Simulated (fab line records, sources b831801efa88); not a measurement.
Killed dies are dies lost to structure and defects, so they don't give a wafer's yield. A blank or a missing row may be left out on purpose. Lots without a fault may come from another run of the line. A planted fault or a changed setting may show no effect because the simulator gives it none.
fab line records | flow gf180mcu
record lots=14 wafers=41 last_day=34
route steps=602 shown V3@433
lots that met no fault: from a run of the same line without faults
start_h: hours from the record's first day to the start of the lot's first wafer shown | wait_h: hours since the lot's step before | " the same as in the row above | L1.1+2: a row that stands for several wafers | - no value, or no start given | * or withheld: withheld | < > ~ a bound
route shown NAME@n: a module of which the file shows steps, and the number in the route of the first | usual: mean/standard deviation of fault-free wafers | same: alike in all rows | chamber/n: place in a boat | sites: the reading at each site | _std_site: their standard deviation | _edge_site: outer sites' mean less inner sites' | radius_mm: how far each site lies from the wafer's centre | mask NAME#n: copy n | behind: the tool/chamber that last shaped the wafer | hold: why the lot was held/for how many hours/how that ended | device: the transistor (n, p or np) that didn't switch | end of line: the same wafers' tests at the end of the route | a step without rows: its recipe alone | killed: dies lost to structure and defects at the first sort, not the wafer's yield | map: a wafer's dies, x killed, . not, _ none there
set.NAME: the setting as run; set.NAME@STEP: as run at that earlier step | model.NAME: the simulator's own value behind a step, which no gauge read
steps of the route over a sample of lots; a table a step, a row a wafer
services: from which hour (start_h, from the record's first day; less than 0 if before it) a tool's chamber was out of use, for how many hours, and why
## steps
# step GF_V3_CMP_04
# recipe material=SiO2 down_force_psi=4 platen_rpm=60 pad_velocity_m_s=0.94248
# usual motor_current_A=12.4/1.1 time_to_endpoint_s=78/8.3
# columns lot.wafer tool chamber start_h wait_h motor_current_A time_to_endpoint_s
L247.3 cmp-01 3 491.84 0.1 13.4 68
L247.2 " 0 " " 11.2 78
L247.6 " 2 " " 13.8 72
L248.1 cmp-01 0 497.28 0.1 11.5 74
L248.5 " 2 " " 13.2 70
L248.6 " 3 " " 13.1 69
L250.1 cmp-01 0 522.35 0.1 11.5 82
L250.3 " 3 " " 13.1 69
L250.5 " 0 " " 11.1 88
L252.1 cmp-01 3 533.67 0.1 13.1 67
L252.3 " 1 " " 12.3 75
L252.2 " 2 " " 14.5 68
L253.4 cmp-02 1 545.27 0.1 13.8 103
L253.2 " 2 " " 10.6 83
L253.5 " 0 " " 13.7 87
L258.1 cmp-01 1 587.12 0.1 11.9 82
L258.2 " 3 " " 12.4 74
L258.6 " 2 " " 14.0 81
L259.1 cmp-02 2 592.97 0.1 10.2 66
L259.3 " 0 " " 12.8 78
L259.6 " 2 " " 10.4 74
L260.2 cmp-01 0 598.60 0.1 10.7 73
L260.6 " 3 " " 13.6 69
L264.4 cmp-02 0 629.74 0.1 12.6 76
L264.1 " 1 " " 13.8 78
L264.6 " 2 " " 10.2 70
L265.3 cmp-01 3 635.99 0.1 13.0 74
L265.1 " 0 " " 11.2 73
L265.6 " 2 " " 13.6 77
L267.3 cmp-02 3 648.21 0.0 12.0 80
L267.2 " 2 " " 9.8 68
L267.6 " 3 " " 11.9 86
L268.3 cmp-01 0 656.80 0.1 11.5 70
L268.2 " 1 " " 12.2 63
L268.4 " 2 " " 13.8 67
L269.4 cmp-01 1 661.63 0.1 11.6 81
L269.3 " 3 " " 12.6 79
L269.5 " 0 " " 11.4 82
L270.1 cmp-01 0 671.29 0.1 11.5 78
L270.4 " 1 " " 12.2 84
L270.3 " 2 " " 13.4 73
# step GF_V3_OVL_MEAS_15
# usual V3_OVL=3/5.2
# columns lot.wafer tool chamber start_h wait_h V3_OVL[nm]
L247.2 overlay-01 - 516.63 0.1 3
L247.3 " - " " 2
L247.6 " - " " 3
L248.1 overlay-02 - 521.63 0.1 2
L248.5 " - " " 0
L248.6 " - " " -2
L250.1 overlay-02 - 545.78 0.1 9
L250.3 " - " " 9
L250.5 " - " " 8
L252.1 overlay-02 - 557.28 0.1 0
L252.2 " - " " -1
L252.3 " - " " 1
L253.2 overlay-01 - 568.01 0.1 3
L253.4 " - " " 7
L253.5 " - " " 4
L258.1 overlay-01 - 608.48 0.1 -2
L258.2 " - " " -1
L258.6 " - " " 0
L259.1 overlay-01 - 614.96 0.1 -4
L259.3 " - " " 0
L259.6 " - " " 6
L260.2 overlay-02 - 620.28 0.1 6
L260.6 " - " " 10
L264.1 overlay-01 - 649.48 0.1 10
L264.4 " - " " 5
L264.6 " - " " -2
L265.1 overlay-02 - 655.88 0.1 5
L265.3 " - " " 0
L265.6 " - " " -4
L267.2 overlay-02 - 667.63 0.1 -1
L267.3 " - " " -7
L267.6 " - " " 8
L268.2 overlay-01 - 676.28 0.1 -3
L268.3 " - " " -1
L268.4 " - " " -1
L269.3 overlay-02 - 681.17 0.1 6
L269.4 " - " " 3
L269.5 " - " " 5
L270.1 overlay-02 - 690.61 0.1 -3
L270.3 " - " " -3
L270.4 " - " " -4
# step GF_V3_STRIP_18
# recipe chemistry=O2/N2 power_w=1400 pressure_mtorr=1500 platen_temp_c=250 o2_flow_sccm=3000 n2_flow_sccm=300 overash_fraction=0.5
# usual chamber_pressure_mTorr=1500.2/1.4 drypump_motor_current_A=5.34/0.28 heater_power_w=309/24 oes_product_au=0.592/0.0048
# columns lot.wafer tool chamber start_h wait_h chamber_pressure_mTorr drypump_motor_current_A heater_power_w oes_product_au rf_hours_counter_h
L247.2 plasma_asher-02 0 516.79 - 1501.0 5.58 359 0.603 69
L247.3 " 1 " " 1501.2 4.93 302 0.594 -
L247.6 " 0 " " 1500.7 5.60 357 0.587 -
L248.1 plasma_asher-02 1 521.79 - 1498.6 4.93 300 0.589 70
L248.5 " 1 " " 1500.8 4.96 293 0.595 -
L248.6 " 0 " " 1499.5 5.57 337 0.589 -
L250.1 plasma_asher-02 0 545.94 - 1501.9 5.57 348 0.595 72
L250.3 " 0 " " 1501.8 5.57 346 0.592 -
L250.5 " 0 " " 1499.5 5.58 342 0.596 -
L252.1 plasma_asher-02 0 557.44 - 1501.3 5.61 344 0.586 73
L252.2 " 1 " " 1501.1 4.96 302 0.598 73
L252.3 " 1 " " 1498.3 4.97 296 0.596 -
L253.2 plasma_asher-02 0 568.17 - 1500.6 5.60 350 0.583 75
L253.4 " 1 " " 1498.4 4.96 303 0.590 -
L253.5 " 1 " " 1502.3 4.96 305 0.601 -
L258.1 plasma_asher-04 0 608.64 - 1499.9 5.51 280 0.596 53
L258.2 " 1 " " 1500.1 5.31 321 0.589 53
L258.6 " 0 " " 1499.7 5.48 278 0.590 -
L259.1 plasma_asher-04 0 615.12 - - - - - -
L259.3 " 1 " " - - - - -
L259.6 " 0 " " - - - - -
L260.2 plasma_asher-02 1 620.44 - - - - - -
L260.6 " 0 " " - - - - -
L264.1 plasma_asher-02 1 649.64 - 1498.3 4.99 295 0.589 83
L264.4 " 0 " " 1501.4 5.60 341 0.595 -
L264.6 " 0 " " 1500.5 5.61 349 0.597 -
L265.1 plasma_asher-02 0 656.04 - 1500.9 5.62 343 0.583 84
L265.3 " 1 " " 1502.6 4.94 298 0.586 -
L265.6 " 1 " " 1498.1 4.98 304 0.584 -
L267.2 plasma_asher-02 0 667.79 - 1500.2 5.59 345 0.593 85
L267.3 " 1 " " 1499.1 4.97 299 0.590 -
L267.6 " 0 " " 1499.0 5.58 342 0.598 -
L268.2 plasma_asher-04 0 676.44 - 1500.6 5.47 282 0.586 60
L268.3 " 1 " " 1498.6 5.28 310 0.579 -
L268.4 " 0 " " 1500.8 5.47 284 0.587 -
L269.3 plasma_asher-03 0 681.36 - 1501.6 5.21 291 0.591 -
L269.4 " 1 " " 1498.8 5.85 292 0.592 -
L269.5 " 0 " " 1498.1 5.22 290 0.582 -
L270.1 plasma_asher-04 1 690.77 - 1501.1 5.27 308 0.592 61
L270.3 " 1 " " 1502.1 5.28 316 0.593 -
L270.4 " 0 " " 1498.3 5.46 279 0.593 -
# step GF_V3_SPUTTER_22
# recipe material=TiN target_thk_nm=10 chamber_pressure_pa=5 power_w=4000 time_s=40
# usual cathode_dc_power_W=4000.0/0.74 throttle_valve_pct=30.2/1
# columns lot.wafer tool chamber start_h wait_h cathode_dc_power_W throttle_valve_pct
L247.2 pvd_sputter-02 - 517.39 0.0 4000.1 29.2
L247.3 " - " " 4000.2 31.3
L247.6 " - " " 3999.3 29.0
L248.1 pvd_sputter-02 - 522.39 0.0 4000.6 30.1
L248.5 " - " " 3999.8 31.2
L248.6 " - " " 3999.3 29.1
L250.1 pvd_sputter-03 - 546.57 0.0 3999.6 30.5
L250.3 " - " " 3999.4 31.0
L250.5 " - " " 3999.6 30.6
L252.1 pvd_sputter-02 - 558.04 0.0 4001.0 29.4
L252.2 " - " " 3999.8 31.4
L252.3 " - " " 3998.8 30.0
L253.2 pvd_sputter-04 - 568.77 0.0 4000.5 29.6
L253.4 " - " " 4000.3 31.5
L253.5 " - " " 4000.6 29.6
L258.1 pvd_sputter-02 - 609.24 0.0 4000.7 29.2
L258.2 " - " " 3999.6 29.2
L258.6 " - " " 3998.9 29.8
L259.1 pvd_sputter-03 - 615.73 0.0 4000.2 29.8
L259.3 " - " " 3999.4 30.7
L259.6 " - " " 3999.5 30.2
L260.2 pvd_sputter-04 - 621.04 0.0 4000.7 29.6
L260.6 " - " " 3998.9 28.1
L264.1 pvd_sputter-03 - 650.27 0.0 4000.2 30.8
L264.4 " - " " 4000.5 29.8
L264.6 " - " " 4000.9 30.3
L265.1 pvd_sputter-04 - 656.64 0.0 4001.4 29.6
L265.3 " - " " 3998.8 32.0
L265.6 " - " " 3999.7 31.2
L267.2 pvd_sputter-02 - 668.51 0.0 3999.7 29.2
L267.3 " - " " 4000.2 31.5
L267.6 " - " " 3998.9 29.0
L268.2 pvd_sputter-03 - 677.39 0.0 4001.0 29.8
L268.3 " - " " 3999.6 30.8
L268.4 " - " " 3999.0 30.3
L269.3 pvd_sputter-04 - 682.28 0.0 3999.0 29.5
L269.4 " - " " 4000.5 32.2
L269.5 " - " " 4001.2 27.8
L270.1 pvd_sputter-03 - 691.43 0.0 4000.6 29.9
L270.3 " - " " 4000.6 30.4
L270.4 " - " " 3999.8 31.0
## services
# columns tool chamber start_h hours kind
cmp-02 - 510.46 0.3 repair
pvd_sputter-03 - 521.49 2.5 repair
cmp-02 - 541.29 0.3 repair
plasma_asher-03 - 544.51 5.7 repair
plasma_asher-02 - 557.60 2.5 repair
pvd_sputter-04 - 559.59 5.6 repair
plasma_asher-04 - 560.22 3.4 repair
cmp-02 - 572.25 4.0 pm
cmp-02 - 576.25 - consumable_replace:conditioner
cmp-02 - 576.25 - consumable_replace:pad
cmp-02 - 638.93 1.1 repair
cmp-02 - 655.00 6.1 pm
cmp-02 - 665.92 0.8 repair
cmp-02 - 666.57 0.8 repair
pvd_sputter-03 - 668.18 1.5 repair
plasma_asher-04 - 684.71 2.4 repair
pvd_sputter-02 - 690.67 2.6 repair
## key
first_sign step=GF_V3_STRIP_18 reading=tool_record direction=missing
effect none on later readings
met_at GF_V3_STRIP_18
struck_lots L259,L260
later_rows_left_out L259.1,L259.3,L259.6,L260.2,L260.6
sort_left_out L259.1,L259.3,L259.6,L260.2,L260.6
not_acting_at GF_V3_CMP_04,GF_V3_OVL_MEAS_15,GF_V3_SPUTTER_22
onset_between 608.64 615.12
fault kind=skipped_step_whole tool=plasma_asher-02,plasma_asher-04 chamber=- onset_h=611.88 steps=GF_V3_STRIP_18 scope=struck_lots_only
# sort_left_out: the simulated sort isn't trusted on such a fault, so these wafers' sort isn't shown, and their yield isn't known
# later_rows_left_out: the simulator's readings of these wafers behind a module that went badly wrong aren't trusted and aren't shown, but for the sort
